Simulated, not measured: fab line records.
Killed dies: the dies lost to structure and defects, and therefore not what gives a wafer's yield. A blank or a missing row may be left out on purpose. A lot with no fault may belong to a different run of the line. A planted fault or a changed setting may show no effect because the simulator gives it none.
Code-filled problem report in 8D (eight disciplines) form -- flow sky130 -- the parts of the form that need people (team, actions taken, sign-off) are left out

1. WHAT IS WRONG
Wafers without a fault read 1500.0 mTorr, standard deviation 1.4; chamberPressureMTorr at SKY_VIA3_STRIP_16 reads a mean of 1200.0 mTorr on 3 wafers belonging to 2 lots. So: -99 or more standard deviations from the usual mean.
The step: strips in O2/N2.
First seen on wafer L955.3, day 44 11:13, on plasmaAsher-04. The record holds 36 wafers of 12 lots with a number at this step. Rule for "out", or "out of limits": more than 4 standard deviations from the usual mean. Any other wafer with a number is counted as sound.

2. WHAT IT IS, WHAT IT ISN'T
question,is,is not
which readings at this step,"chamberPressureMTorr, stripTimeToEndpointS",-
which lots,"L955, L958","L939, L940, L942, L943, L945, L946, L947, L948, L950, L961"
which wafers of those lots,"L955.3, L958.3, L958.5","L955.2, L955.4, L958.2"
read on which tools,plasmaAsher-04,"plasmaAsher-01, plasmaAsher-02"
when,from day 44 11:13,"up to then (29 sound wafers); but 4 sound wafers of L958, L961 came after"

3. THE SUSPECTS, EACH WITH WHAT RULES IT OUT
Counting: if a tool at a process step up to the reading ran every lot that is out, it stays a suspect. Sound lots after the first of them don't rule it out here, since some wafers of a struck lot are sound.
- rieMetal-03 at SKY_METAL3_DESCUM_15 (chemistry O2, time 8 s): kept. Ran every lot that is out, first one L955 (day 43 11:08); last sound lot up to then L950 (day 41 23:44).
- plasmaAsher-04 at SKY_VIA3_STRIP_16 (strips in O2/N2): kept. Ran every lot that is out, first one L955 (day 44 11:13); last sound lot up to then L947 (day 42 04:15). Its own readings are out on those wafers: chamberPressureMTorr, stripTimeToEndpointS.
- Within rieMetal-03 at SKY_METAL3_DESCUM_15, the wafers that are out were processed in chamber 0 and their sound lot-mates in chamber 1.
- Within plasmaAsher-04 at SKY_VIA3_STRIP_16, the wafers that are out were processed in chamber 0 and their sound lot-mates in chamber 1.
After counting, rieMetal-03 at SKY_METAL3_DESCUM_15 and plasmaAsher-04 at SKY_VIA3_STRIP_16 remain.

4. THE CAUSE (what the simulator had put in)
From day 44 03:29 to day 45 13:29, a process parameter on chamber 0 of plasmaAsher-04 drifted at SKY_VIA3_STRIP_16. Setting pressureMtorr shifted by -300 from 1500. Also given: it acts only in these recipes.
Of the 2 suspects that counting leaves, this tool is one.

5. THE CHAIN OF EFFECTS, in route order
Rows list readings where the struck wafers' mean (over those with a number) sits beyond 3 standard deviations from the usual. Scope: only readings with a usual standard deviation given in the record; hours: median across lots of the time from each lot's start at the first step in this table that gives one to its start at this step; sigmas: change in usual standard deviations.
hours,step,reading,usual,on struck wafers,change,sigmas
0,SKY_VIA3_STRIP_16,chamberPressureMTorr,1500.0 mTorr,1200.0,-300.0,-99 or more
0,SKY_VIA3_STRIP_16,stripTimeToEndpointS,4.12 s,4.38,+0.26,+8.8
Its process steps:
- SKY_VIA3_STRIP_16: strips in O2/N2.

6. HOW IT WOULD HAVE BEEN CAUGHT EARLIER
The fault began at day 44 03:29; the first out-of-limits reading in this record came at day 44 11:13, 8 hours later.
